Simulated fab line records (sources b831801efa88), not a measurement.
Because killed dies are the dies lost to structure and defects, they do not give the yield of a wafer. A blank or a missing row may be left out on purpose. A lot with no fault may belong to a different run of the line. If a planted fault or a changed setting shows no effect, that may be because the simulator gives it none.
fab line records ; flow sky130 ; part 1 of 2: steps 1 to 27 of 37
record lots=5; wafers=15; last-day=48
route steps=708 shown VIA3@573 METAL4@598 CAP2M@603
lots untouched by any fault: they come from a run of this same line in which no faults occurred
start-h: the number of hours between the record's first day and the start of the first shown wafer of the lot ; wait-h: time in hours since the lot's previous step ; " identical to the entry in the row above ; L1.1+2: one row covering several wafers at once ; - no value, or no start given ; * or withheld: withheld ; < > ~ a bound
route shown NAME@n: NAME is a module with steps in the file, n the number in the route of the first one ; usual: mean/standard deviation of fault-free wafers ; same: alike in all rows ; chamber/n: place in a boat ; sites: per-site readings ; _std_site: the standard deviation of these ; _edge_site: inner sites' mean taken away from outer sites' mean ; radius-mm: how far each site lies from the wafer's centre ; mask NAME#n: copy n ; behind: the last tool/chamber to shape the wafer ; hold: cause of the lot's hold/its duration in hours/its outcome ; device: the transistor (n, p or np) that didn't switch ; end of line: the route-end tests of the same wafers ; for a step that has no rows: nothing shown but its recipe ; killed: count of dies lost to structure and defects at first sort (not the wafer's yield) ; map: shows each die of a wafer: x if killed, . if not, _ if none is there
set.NAME: the setting that was run; set.NAME@STEP: the one run at that earlier step ; model.NAME: the simulator's own value behind a step, which no gauge read
a table for each step, a row for each wafer; lots at some steps of the route
services: from which hour (start-h, from the record's first day; less than 0 if before it) a tool's chamber was out of use, for how many hours, and why
## steps
# step SKY_VIA3_HDPCVD_00
# recipe material=SiO2; target-thk-nm=1635; sigma-open-frac=0.3; time-s=272.5; temp-c=400; sih4-flow-sccm=60; pressure-mtorr=6
lot.wafer;tool;chamber;start-h;wait-h
L076.2+3+4;hdpcvd-02;0,2,1;915.28;0.0
L082.3+5+6;hdpcvd-02;2,2,0;961.74;0.0
L085.1+4+5;hdpcvd-01;1,0,2;1000.00;0.0
L084.1+2+3;hdpcvd-02;2,1,0;1003.13;0.0
L087.3+5+6;hdpcvd-02;2,2,1;1004.77;0.0
# step SKY_VIA3_THK_MEAS_01
# recipe reads=SiO2_of_VIA3_HDPCVD_00
# usual VIA3_HDPCVD_THK=1633/18
lot.wafer;tool;chamber;start-h;wait-h;VIA3_HDPCVD_THK[nm]
L076.2;film-metro-04;-;915.46;0.1;1653
L076.3;film-metro-04;-;915.46;0.1;1622
L076.4;film-metro-04;-;915.46;0.1;1648
L082.3;film-metro-01;-;961.93;0.1;1637
L082.5;film-metro-01;-;961.93;0.1;1610
L082.6;film-metro-01;-;961.93;0.1;1623
L085.1;film-metro-04;-;1000.16;0.1;1604
L085.4;film-metro-04;-;1000.16;0.1;1620
L085.5;film-metro-04;-;1000.16;0.1;1628
L084.1;film-metro-01;-;1003.29;0.1;1642
L084.2;film-metro-01;-;1003.29;0.1;1655
L084.3;film-metro-01;-;1003.29;0.1;1646
L087.3;film-metro-01;-;1004.96;0.1;1626
L087.5;film-metro-01;-;1004.96;0.1;1636
L087.6;film-metro-01;-;1004.96;0.1;1615
# step SKY_VIA3_CMP_02
# recipe material=SiO2; down-force-psi=4; platen-rpm=60; pad-velocity-m-s=0.94248
# usual motor-current-A=12.0/1.2; retaining-ring-pressure-frac=0.999/0.0047
lot.wafer;tool;chamber;start-h;wait-h;motor-current-A;retaining-ring-pressure-frac
L076.4;cmp-01;2;915.51;0.0;13.8;1.000
L076.2;cmp-01;0;915.51;0.0;10.9;0.999
L076.3;cmp-01;1;915.51;0.0;11.5;1.004
L082.3;cmp-02;0;962.02;0.1;10.5;1.002
L082.5;cmp-02;3;962.02;0.1;13.5;0.995
L082.6;cmp-02;0;962.02;0.1;9.7;0.999
L085.4;cmp-02;0;1000.27;0.1;10.5;1.000
L085.1;cmp-02;2;1000.27;0.1;12.2;1.004
L085.5;cmp-02;0;1000.27;0.1;9.7;1.012
L084.1;cmp-02;0;1003.35;0.1;9.9;1.000
L084.2;cmp-02;2;1003.35;0.1;12.5;0.995
L084.3;cmp-02;3;1003.35;0.1;13.3;0.993
L087.3;cmp-02;3;1005.15;0.2;13.0;0.997
L087.6;cmp-02;0;1005.15;0.2;10.3;0.999
L087.5;cmp-02;1;1005.15;0.2;12.1;1.000
# step SKY_VIA3_BOW_MEAS_03
# recipe mode=bow
# usual VIA3_BOW=77/7.9
lot.wafer;tool;chamber;start-h;wait-h;VIA3_BOW[um]
L076.2;film-metro-03;-;915.83;0.2;74
L076.3;film-metro-03;-;915.83;0.2;82
L076.4;film-metro-03;-;915.83;0.2;76
L082.3;film-metro-04;-;962.31;0.2;75
L082.5;film-metro-04;-;962.31;0.2;74
L082.6;film-metro-04;-;962.31;0.2;83
L085.1;film-metro-01;-;1000.53;0.1;63
L085.4;film-metro-01;-;1000.53;0.1;67
L085.5;film-metro-01;-;1000.53;0.1;74
L084.1;film-metro-04;-;1003.65;0.2;76
L084.2;film-metro-04;-;1003.65;0.2;83
L084.3;film-metro-04;-;1003.65;0.2;87
L087.3;film-metro-04;-;1005.34;0.1;75
L087.5;film-metro-04;-;1005.34;0.1;79
L087.6;film-metro-04;-;1005.34;0.1;76
# step SKY_VIA3_DEHYDRATE_04
# recipe temp-c=200; time-s=60
# usual heater-power-total-W=160.37/0.12
lot.wafer;tool;chamber;start-h;wait-h;heater-power-total-W
L076.2;litho-track-01;0;927.13;11.3;160.35
L076.3;litho-track-01;0;927.13;11.3;160.31
L076.4;litho-track-01;0;927.13;11.3;160.46
L082.3;litho-track-02;0;974.05;11.7;160.32
L082.5;litho-track-02;0;974.05;11.7;160.40
L082.6;litho-track-02;0;974.05;11.7;160.19
L085.1;litho-track-01;0;1010.70;10.2;160.32
L085.4;litho-track-01;0;1010.70;10.2;160.48
L085.5;litho-track-01;0;1010.70;10.2;160.19
L084.1;litho-track-04;0;1014.15;10.5;160.24
L084.2;litho-track-04;0;1014.15;10.5;160.37
L084.3;litho-track-04;0;1014.15;10.5;160.27
L087.3;litho-track-01;0;1015.45;10.1;160.46
L087.5;litho-track-01;0;1015.45;10.1;160.28
L087.6;litho-track-01;0;1015.45;10.1;160.47
# step SKY_VIA3_HMDS_05
# recipe prime-time-s=60; prime-temp-c=120
lot.wafer;tool;chamber;start-h;wait-h
L076.2+3+4;litho-track-01;0;927.28;0.1
L082.3+5+6;litho-track-02;0;974.20;0.1
L085.1+4+5;litho-track-01;0;1010.85;0.1
L084.1+2+3;litho-track-04;0;1014.30;0.1
L087.3+5+6;litho-track-01;0;1015.60;0.1
# step SKY_VIA3_COAT_06
# recipe resist=BARC; temp-c=withheld; time-s=withheld; spin-rpm=3000; resist-thk-nm=60
# usual spin-speed-rpm=2999.6/2
lot.wafer;tool;chamber;start-h;wait-h;spin-speed-rpm
L076.2;litho-track-01;0;927.43;0.1;3003.1
L076.3;litho-track-01;0;927.43;0.1;2999.4
L076.4;litho-track-01;0;927.43;0.1;3001.1
L082.3;litho-track-02;0;974.35;0.1;2998.7
L082.5;litho-track-02;0;974.35;0.1;2996.6
L082.6;litho-track-02;0;974.35;0.1;2998.3
L085.1;litho-track-01;0;1011.00;0.1;3000.2
L085.4;litho-track-01;0;1011.00;0.1;3000.5
L085.5;litho-track-01;0;1011.00;0.1;2999.6
L084.1;litho-track-04;0;1014.45;0.1;3001.2
L084.2;litho-track-04;0;1014.45;0.1;3002.0
L084.3;litho-track-04;0;1014.45;0.1;2998.6
L087.3;litho-track-01;0;1015.75;0.1;2998.5
L087.5;litho-track-01;0;1015.75;0.1;3000.0
L087.6;litho-track-01;0;1015.75;0.1;2995.9
# step SKY_VIA3_COAT_07
# recipe resist=KrF-thick; spin-rpm=3000; resist-thk-nm=450
# usual spin-speed-rpm=3000.1/1.6
lot.wafer;tool;chamber;start-h;wait-h;spin-speed-rpm
L076.2;litho-track-01;0;-;-;2999.3
L076.3;litho-track-01;0;-;-;3001.8
L076.4;litho-track-01;0;-;-;2999.5
L082.3;litho-track-02;0;-;-;3001.3
L082.5;litho-track-02;0;-;-;3003.3
L082.6;litho-track-02;0;-;-;3003.2
L085.1;litho-track-01;0;-;-;3003.2
L085.4;litho-track-01;0;-;-;3002.7
L085.5;litho-track-01;0;-;-;2998.8
L084.1;litho-track-04;0;-;-;3001.7
L084.2;litho-track-04;0;-;-;3002.4
L084.3;litho-track-04;0;-;-;2999.3
L087.3;litho-track-01;0;-;-;2999.5
L087.5;litho-track-01;0;-;-;2998.6
L087.6;litho-track-01;0;-;-;2999.6
# step SKY_VIA3_SOFTBAKE_08
# recipe temp-c=100; time-s=90; resist=KrF-thick
# usual heater-power-total-W=57.37/0.11
lot.wafer;tool;chamber;start-h;wait-h;heater-power-total-W
L076.2;litho-track-01;0;-;-;57.23
L076.3;litho-track-01;0;-;-;57.28
L076.4;litho-track-01;0;-;-;57.60
L082.3;litho-track-02;0;-;-;57.48
L082.5;litho-track-02;0;-;-;57.29
L082.6;litho-track-02;0;-;-;57.42
L085.1;litho-track-01;0;-;-;57.14
L085.4;litho-track-01;0;-;-;57.39
L085.5;litho-track-01;0;-;-;57.28
L084.1;litho-track-04;0;-;-;57.37
L084.2;litho-track-04;0;-;-;57.59
L084.3;litho-track-04;0;-;-;57.13
L087.3;litho-track-01;0;-;-;57.30
L087.5;litho-track-01;0;-;-;57.31
L087.6;litho-track-01;0;-;-;57.16
# step SKY_VIA3_EXPOSE_09
# recipe mask-id=VIM3; na=0.8; source-shape=annular; sigma-inner=0.55; sigma-outer=0.85; target-cd-nm=200; dose-mj=38
lot.wafer;tool;chamber;start-h;wait-h;mask
L076.2+3+4;krf-scanner-01;0;-;-;VIM3#0
L082.3+5+6;krf-scanner-02;0;-;-;VIM3#0
L085.1+4+5;krf-scanner-02;0;-;-;VIM3#0
L084.1+2+3;krf-scanner-02;0;-;-;VIM3#0
L087.3+5+6;krf-scanner-01;0;-;-;VIM3#0
# step SKY_VIA3_PEB_10
# recipe peb-temp-c=withheld; peb-time-s=withheld; resist=KrF-thick
lot.wafer;tool;chamber;start-h;wait-h
L076.2+3+4;litho-track-04;0;-;-
L082.3+5+6;litho-track-02;0;-;-
L085.1+4+5;litho-track-01;0;-;-
L084.1+2+3;litho-track-02;0;-;-
L087.3+5+6;litho-track-01;0;-;-
# step SKY_VIA3_DEVELOP_11
# recipe develop-time-s=60; resist=KrF-thick; dev-temp-c=21
lot.wafer;tool;chamber;start-h;wait-h
L076.2+3+4;litho-track-04;0;-;-
L082.3+5+6;litho-track-02;0;-;-
L085.1+4+5;litho-track-01;0;-;-
L084.1+2+3;litho-track-02;0;-;-
L087.3+5+6;litho-track-01;0;-;-
# step SKY_VIA3_CD_MEAS_12
# recipe target-cd-nm=200
# usual cd-nm=199.4/1.4
lot.wafer;tool;chamber;start-h;wait-h;cd-nm
L076.2;cd-sem-02;-;939.77;-;199.4
L076.3;cd-sem-02;-;939.77;-;201.4
L076.4;cd-sem-02;-;939.77;-;199.5
L082.3;cd-sem-02;-;986.14;-;201.5
L082.5;cd-sem-02;-;986.14;-;200.4
L082.6;cd-sem-02;-;986.14;-;202.3
L085.1;cd-sem-01;-;1022.45;-;199.9
L085.4;cd-sem-01;-;1022.45;-;199.4
L085.5;cd-sem-01;-;1022.45;-;199.6
L084.1;cd-sem-01;-;1026.80;-;198.7
L084.2;cd-sem-01;-;1026.80;-;198.2
L084.3;cd-sem-01;-;1026.80;-;197.1
L087.3;cd-sem-01;-;1028.24;-;198.6
L087.5;cd-sem-01;-;1028.24;-;198.4
L087.6;cd-sem-01;-;1028.24;-;197.1
# step SKY_VIA3_OVL_MEAS_13
# usual VIA3_OVL=2/4.9
lot.wafer;tool;chamber;start-h;wait-h;VIA3_OVL[nm]
L076.2;overlay-02;-;939.88;0.1;3
L076.3;overlay-02;-;939.88;0.1;4
L076.4;overlay-02;-;939.88;0.1;2
L082.3;overlay-01;-;986.23;0.1;5
L082.5;overlay-01;-;986.23;0.1;9
L082.6;overlay-01;-;986.23;0.1;6
L085.1;overlay-02;-;1022.57;0.1;-4
L085.4;overlay-02;-;1022.57;0.1;-2
L085.5;overlay-02;-;1022.57;0.1;-3
L084.1;overlay-01;-;1026.92;0.1;7
L084.2;overlay-01;-;1026.92;0.1;7
L084.3;overlay-01;-;1026.92;0.1;7
L087.3;overlay-01;-;1028.33;0.1;4
L087.5;overlay-01;-;1028.33;0.1;7
L087.6;overlay-01;-;1028.33;0.1;13
# step SKY_VIA3_ETCH_14
# recipe chemistry=N2/H2; target=BARC; ion-energy-ev=200; source-w=500; bias-w=100; pressure-mtorr=30; n2-flow-sccm=100; h2-flow-sccm=200; stop-on=SiO2; time-s=45.9; target-depth-a=600
# usual drypump-motor-current-A=5.6/0.48; oes-product-au=0.854/0.0047; throttle-valve-pct=13.225/0.0087
lot.wafer;tool;chamber;start-h;wait-h;drypump-motor-current-A;oes-product-au;rf-hours-counter-h;throttle-valve-pct
L076.2;rie-diel-03;1;939.91;0.0;6.0;0.857;14;13.218
L076.3;rie-diel-03;3;939.91;0.0;4.7;0.851;22;13.219
L076.4;rie-diel-03;2;939.91;0.0;5.7;0.857;25;13.225
L082.3;rie-diel-04;3;986.26;0.0;5.6;0.859;18;13.237
L082.5;rie-diel-04;1;986.26;0.0;5.2;0.853;-;13.233
L082.6;rie-diel-04;0;986.26;0.0;6.2;0.859;-;13.207
L085.1;rie-diel-04;0;1022.61;0.0;6.2;0.851;20;13.219
L085.4;rie-diel-04;1;1022.61;0.0;5.3;0.863;11;13.249
L085.5;rie-diel-04;1;1022.61;0.0;5.2;0.860;-;13.227
L084.1;rie-diel-04;3;1026.96;0.0;5.6;0.853;19;13.224
L084.2;rie-diel-04;2;1026.96;0.0;5.6;0.847;14;13.218
L084.3;rie-diel-04;1;1026.96;0.0;5.2;0.854;11;13.226
L087.3;rie-diel-03;3;1028.36;0.0;4.7;0.854;25;13.229
L087.5;rie-diel-03;1;1028.36;0.0;6.0;0.850;-;13.206
L087.6;rie-diel-03;0;1028.36;0.0;4.9;0.854;-;13.226
# step SKY_VIA3_ETCH_15
# recipe target=SiO2; chemistry=C4F8/O2/Ar; target-depth-nm=507; stop-on=TiN; mask-material=KrF-thick; source-w=1500; bias-w=1200; pressure-mtorr=40; c4f8-flow-sccm=withheld; O2_flow_sccm=6; Ar_flow_sccm=300; time-s=78
# usual oes-product-au=0.946/0.0042
lot.wafer;tool;chamber;start-h;wait-h;oes-product-au;rf-hours-counter-h
L076.2;rie-diel-03;1;939.95;0.0;0.944;14
L076.3;rie-diel-03;3;939.95;0.0;0.941;22
L076.4;rie-diel-03;2;939.95;0.0;0.947;25
L082.3;rie-diel-04;3;986.30;0.0;0.945;18
L082.5;rie-diel-04;1;986.30;0.0;0.946;-
L082.6;rie-diel-04;0;986.30;0.0;0.948;-
L085.1;rie-diel-04;0;1022.65;0.0;0.942;20
L085.4;rie-diel-04;1;1022.65;0.0;0.942;11
L085.5;rie-diel-04;1;1022.65;0.0;0.953;-
L084.1;rie-diel-04;3;1027.00;0.0;0.949;19
L084.2;rie-diel-04;2;1027.00;0.0;0.944;14
L084.3;rie-diel-04;1;1027.00;0.0;0.945;11
L087.3;rie-diel-03;3;1028.40;0.0;0.944;25
L087.5;rie-diel-03;1;1028.40;0.0;0.948;-
L087.6;rie-diel-03;0;1028.40;0.0;0.951;-
# step SKY_VIA3_STRIP_16
# recipe chemistry=O2/N2; power-w=1400; pressure-mtorr=1500; platen-temp-c=withheld; o2-flow-sccm=3000; n2-flow-sccm=300; overash-fraction=0.5
# usual drypump-motor-current-A=6.2/0.36; oes-product-au=0.402/0.0043; strip-time-to-endpoint-s=4.132/0.024
lot.wafer;tool;chamber;start-h;wait-h;drypump-motor-current-A;oes-product-au;rf-hours-counter-h;strip-time-to-endpoint-s
L076.2;plasma-asher-03;1;940.01;0.0;6.0;0.403;18;4.171
L076.3;plasma-asher-03;0;940.01;0.0;6.1;0.408;-;4.151
L076.4;plasma-asher-03;1;940.01;0.0;6.0;0.396;-;4.163
L082.3;plasma-asher-03;0;986.39;0.1;6.1;0.390;-;4.131
L082.5;plasma-asher-03;0;986.39;0.1;6.2;0.407;-;4.142
L082.6;plasma-asher-03;1;986.39;0.1;6.0;0.404;-;4.138
L085.1;plasma-asher-03;1;1022.71;0.0;6.0;0.402;26;4.114
L085.4;plasma-asher-03;1;1022.71;0.0;6.0;0.407;-;4.112
L085.5;plasma-asher-03;0;1022.71;0.0;6.1;0.405;-;4.135
L084.1;plasma-asher-04;0;1027.06;0.0;6.8;0.406;63;4.116
L084.2;plasma-asher-04;1;1027.06;0.0;5.8;0.400;63;4.132
L084.3;plasma-asher-04;0;1027.06;0.0;6.8;0.401;-;4.153
L087.3;plasma-asher-02;1;1028.49;0.1;6.0;0.404;-;4.118
L087.5;plasma-asher-02;0;1028.49;0.1;6.3;0.402;-;4.137
L087.6;plasma-asher-02;1;1028.49;0.1;6.0;0.398;-;4.105
# step SKY_VIA3_STRIP_17
# recipe chemistry=post-etch-residue-remover; time-s=1200; temp-c=72.5
# usual temp-c=72.51/0.11
lot.wafer;tool;chamber;start-h;wait-h;temp-c
L076.2;wet-bench-04;3;940.11;0.1;72.43
L076.3;wet-bench-04;3;940.11;0.1;72.53
L076.4;wet-bench-04;3;940.11;0.1;72.49
L082.3;wet-bench-04;1;986.46;0.0;72.42
L082.5;wet-bench-04;1;986.46;0.0;72.50
L082.6;wet-bench-04;1;986.46;0.0;72.37
L085.1;wet-bench-02;3;1022.81;0.1;72.55
L085.4;wet-bench-02;3;1022.81;0.1;72.49
L085.5;wet-bench-02;3;1022.81;0.1;72.48
L084.1;wet-bench-04;2;1027.16;0.1;72.55
L084.2;wet-bench-04;2;1027.16;0.1;72.42
L084.3;wet-bench-04;2;1027.16;0.1;72.57
L087.3;wet-bench-03;2;1028.56;0.0;72.58
L087.5;wet-bench-03;2;1028.56;0.0;72.57
L087.6;wet-bench-03;2;1028.56;0.0;72.35
# step SKY_VIA3_CLEAN_18
# recipe chemistry=IPA; time-s=180; temp-c=25
# usual temp-c=25.00/0.11
lot.wafer;tool;chamber;start-h;wait-h;temp-c
L076.2;wet-bench-02;1;940.45;0.0;24.89
L076.3;wet-bench-02;1;940.45;0.0;25.15
L076.4;wet-bench-02;1;940.45;0.0;24.90
L082.3;wet-bench-02;1;986.87;0.0;25.08
L082.5;wet-bench-02;1;986.87;0.0;25.14
L082.6;wet-bench-02;1;986.87;0.0;25.12
L085.1;wet-bench-04;1;1023.15;0.0;24.94
L085.4;wet-bench-04;1;1023.15;0.0;25.16
L085.5;wet-bench-04;1;1023.15;0.0;25.08
L084.1;wet-bench-02;2;1027.53;0.0;25.03
L084.2;wet-bench-02;2;1027.53;0.0;25.04
L084.3;wet-bench-02;2;1027.53;0.0;24.95
L087.3;wet-bench-03;3;1028.90;0.0;24.94
L087.5;wet-bench-03;3;1028.90;0.0;25.03
L087.6;wet-bench-03;3;1028.90;0.0;24.92
# step SKY_VIA3_CLEAN_19
# recipe chemistry=O3/DIW; dry=n2-spin
lot.wafer;tool;chamber;start-h;wait-h
L076.2+3+4;wet-bench-03;0;940.51;0.0
L082.3+5+6;wet-bench-04;3;986.93;0.0
L085.1+4+5;wet-bench-03;2;1023.22;0.0
L084.1+2+3;wet-bench-03;1;1027.65;0.0
L087.3+5+6;wet-bench-04;0;1028.97;0.0
# step SKY_VIA3_SPUTTER_20
# recipe material=TiN; target-thk-nm=20; chamber-pressure-pa=5; power-w=4000; time-s=80
# usual throttle-valve-pct=30.4/1
lot.wafer;tool;chamber;start-h;wait-h;throttle-valve-pct
L076.2;pvd-sputter-01;-;940.61;0.0;28.7
L076.3;pvd-sputter-01;-;940.61;0.0;30.0
L076.4;pvd-sputter-01;-;940.61;0.0;31.1
L082.3;pvd-sputter-04;-;987.04;0.0;30.3
L082.5;pvd-sputter-04;-;987.04;0.0;30.9
L082.6;pvd-sputter-04;-;987.04;0.0;30.6
L085.1;pvd-sputter-04;-;1023.31;0.0;28.3
L085.4;pvd-sputter-04;-;1023.31;0.0;31.5
L085.5;pvd-sputter-04;-;1023.31;0.0;31.1
L084.1;pvd-sputter-04;-;1027.74;0.0;30.3
L084.2;pvd-sputter-04;-;1027.74;0.0;31.4
L084.3;pvd-sputter-04;-;1027.74;0.0;31.0
L087.3;pvd-sputter-02;-;1029.07;0.0;31.1
L087.5;pvd-sputter-02;-;1029.07;0.0;30.7
L087.6;pvd-sputter-02;-;1029.07;0.0;29.6
# step SKY_VIA3_CVD_21
# recipe material=W; target-thk-nm=390; time-s=117.31; temp-c=400; pressure-torr=40
# usual chamber-pressure-Torr=40.01/0.091; heater-power-w=822/97
lot.wafer;tool;chamber;start-h;wait-h;chamber-pressure-Torr;heater-power-w
L076.2;cvd-w-01;0;940.67;0.0;40.03;945
L076.3;cvd-w-01;1;940.67;0.0;40.04;708
L076.4;cvd-w-01;0;940.67;0.0;39.97;955
L082.3;cvd-w-01;0;987.14;0.1;40.06;973
L082.5;cvd-w-01;1;987.14;0.1;40.04;709
L082.6;cvd-w-01;0;987.14;0.1;40.12;942
L085.1;cvd-w-01;0;1023.37;0.0;40.11;964
L085.4;cvd-w-01;0;1023.37;0.0;39.98;969
L085.5;cvd-w-01;1;1023.37;0.0;39.98;698
L084.1;cvd-w-01;1;1027.80;0.0;40.14;699
L084.2;cvd-w-01;0;1027.80;0.0;39.93;971
L084.3;cvd-w-01;1;1027.80;0.0;40.12;696
L087.3;cvd-w-02;0;1029.17;0.1;39.98;782
L087.5;cvd-w-02;1;1029.17;0.1;39.94;824
L087.6;cvd-w-02;0;1029.17;0.1;39.94;784
# step SKY_VIA3_RS_MEAS_22
# recipe thk-meas-gauge=four-point-probe; reads=W_of_VIA3_CVD_21+TiN_of_VIA3_SPUTTER_20
# usual VIA3_W_RS=0.2923/0.0025
lot.wafer;tool;chamber;start-h;wait-h;VIA3_W_RS[ohm/sq]
L076.2;film-metro-04;-;940.81;0.1;0.2902
L076.3;film-metro-04;-;940.81;0.1;0.2936
L076.4;film-metro-04;-;940.81;0.1;0.2883
L082.3;film-metro-03;-;987.26;0.1;0.2904
L082.5;film-metro-03;-;987.26;0.1;0.2975
L082.6;film-metro-03;-;987.26;0.1;0.2905
L085.1;film-metro-03;-;1023.49;0.1;0.2918
L085.4;film-metro-03;-;1023.49;0.1;0.2943
L085.5;film-metro-03;-;1023.49;0.1;0.2904
L084.1;film-metro-04;-;1027.92;0.1;0.2919
L084.2;film-metro-04;-;1027.92;0.1;0.2919
L084.3;film-metro-04;-;1027.92;0.1;0.2940
L087.3;film-metro-03;-;1029.29;0.1;0.2922
L087.5;film-metro-03;-;1029.29;0.1;0.2894
L087.6;film-metro-03;-;1029.29;0.1;0.2934
# step SKY_VIA3_THK_MEAS_23
# recipe thk-meas-gauge=xrf; reads=W_of_VIA3_CVD_21
# usual VIA3_W_THK=407/5.2
lot.wafer;tool;chamber;start-h;wait-h;VIA3_W_THK[nm]
L076.2;film-metro-04;-;940.92;0.1;410
L076.3;film-metro-04;-;940.92;0.1;406
L076.4;film-metro-04;-;940.92;0.1;414
L082.3;film-metro-03;-;987.36;0.1;408
L082.5;film-metro-03;-;987.36;0.1;401
L082.6;film-metro-03;-;987.36;0.1;404
L085.1;film-metro-03;-;1023.61;0.1;398
L085.4;film-metro-03;-;1023.61;0.1;399
L085.5;film-metro-03;-;1023.61;0.1;402
L084.1;film-metro-04;-;1028.04;0.1;413
L084.2;film-metro-04;-;1028.04;0.1;411
L084.3;film-metro-04;-;1028.04;0.1;406
L087.3;film-metro-03;-;1029.39;0.1;400
L087.5;film-metro-03;-;1029.39;0.1;407
L087.6;film-metro-03;-;1029.39;0.1;397
# step SKY_VIA3_CMP_24
# recipe stop-on=SiO2; t-overpolish-s=20; down-force-psi=3.5; platen-rpm=60; target-thk-nm=0; pad-velocity-m-s=0.94248
# usual motor-current-A=11.0/1.1; overpolish-run-s=20.000/0.0084; retaining-ring-pressure-frac=1.000/0.0047; time-to-endpoint-s=97/3.3
lot.wafer;tool;chamber;start-h;wait-h;motor-current-A;overpolish-run-s;retaining-ring-pressure-frac;time-to-endpoint-s
L076.4;cmp-01;0;940.97;0.0;10.1;19.996;0.999;100
L076.2;cmp-01;1;940.97;0.0;10.9;20.016;1.003;99
L076.3;cmp-01;2;940.97;0.0;12.7;20.000;0.996;96
L082.3;cmp-02;1;987.40;0.0;10.7;20.003;0.999;97
L082.5;cmp-02;1;987.40;0.0;10.7;20.000;0.992;96
L082.6;cmp-02;2;987.40;0.0;11.5;20.013;1.006;91
L085.1;cmp-01;3;1023.72;0.1;12.0;20.006;1.005;94
L085.4;cmp-01;1;1023.72;0.1;11.1;19.996;0.995;94
L085.5;cmp-01;2;1023.72;0.1;12.6;20.004;1.004;90
L084.2;cmp-02;1;1028.10;0.0;10.0;20.004;1.008;102
L084.1;cmp-02;2;1028.10;0.0;11.3;19.995;1.004;94
L084.3;cmp-02;0;1028.10;0.0;9.7;19.993;1.003;101
L087.3;cmp-02;0;1029.58;0.2;9.3;19.990;1.002;96
L087.6;cmp-02;1;1029.58;0.2;9.9;19.997;1.000;98
L087.5;cmp-02;2;1029.58;0.2;11.6;19.995;1.007;96
# step SKY_METAL4_SPUTTER_00
# recipe material=Ti; target-thk-nm=15; power-w=3000; time-s=10; chamber-pressure-pa=0.4
# usual throttle-valve-pct=30.3/0.88
lot.wafer;tool;chamber;start-h;wait-h;throttle-valve-pct
L076.2;pvd-sputter-03;-;941.27;0.2;29.2
L076.3;pvd-sputter-03;-;941.27;0.2;30.7
L076.4;pvd-sputter-03;-;941.27;0.2;30.3
L082.3;pvd-sputter-03;-;987.70;0.2;29.9
L082.5;pvd-sputter-03;-;987.70;0.2;30.4
L082.6;pvd-sputter-03;-;987.70;0.2;31.0
L085.1;pvd-sputter-03;-;1023.97;0.2;30.8
L085.4;pvd-sputter-03;-;1023.97;0.2;30.3
L085.5;pvd-sputter-03;-;1023.97;0.2;30.8
L084.1;pvd-sputter-03;-;1028.40;0.2;29.2
L084.2;pvd-sputter-03;-;1028.40;0.2;30.1
L084.3;pvd-sputter-03;-;1028.40;0.2;30.5
L087.3;pvd-sputter-03;-;1029.73;0.1;30.2
L087.5;pvd-sputter-03;-;1029.73;0.1;30.4
L087.6;pvd-sputter-03;-;1029.73;0.1;29.8
# step SKY_METAL4_SPUTTER_01
# recipe material=TiN; target-thk-nm=20; power-w=6500; time-s=16.7; chamber-pressure-pa=0.4
# usual throttle-valve-pct=30.3/0.87
lot.wafer;tool;chamber;start-h;wait-h;throttle-valve-pct
L076.2;pvd-sputter-03;-;941.29;0.0;29.4
L076.3;pvd-sputter-03;-;941.29;0.0;30.4
L076.4;pvd-sputter-03;-;941.29;0.0;30.0
L082.3;pvd-sputter-03;-;987.72;0.0;29.9
L082.5;pvd-sputter-03;-;987.72;0.0;30.5
L082.6;pvd-sputter-03;-;987.72;0.0;30.8
L085.1;pvd-sputter-03;-;1023.99;0.0;31.1
L085.4;pvd-sputter-03;-;1023.99;0.0;30.3
L085.5;pvd-sputter-03;-;1023.99;0.0;30.8
L084.1;pvd-sputter-03;-;1028.43;0.0;29.1
L084.2;pvd-sputter-03;-;1028.43;0.0;30.1
L084.3;pvd-sputter-03;-;1028.43;0.0;30.6
L087.3;pvd-sputter-03;-;1029.76;0.0;30.2
L087.5;pvd-sputter-03;-;1029.76;0.0;30.6
L087.6;pvd-sputter-03;-;1029.76;0.0;29.9
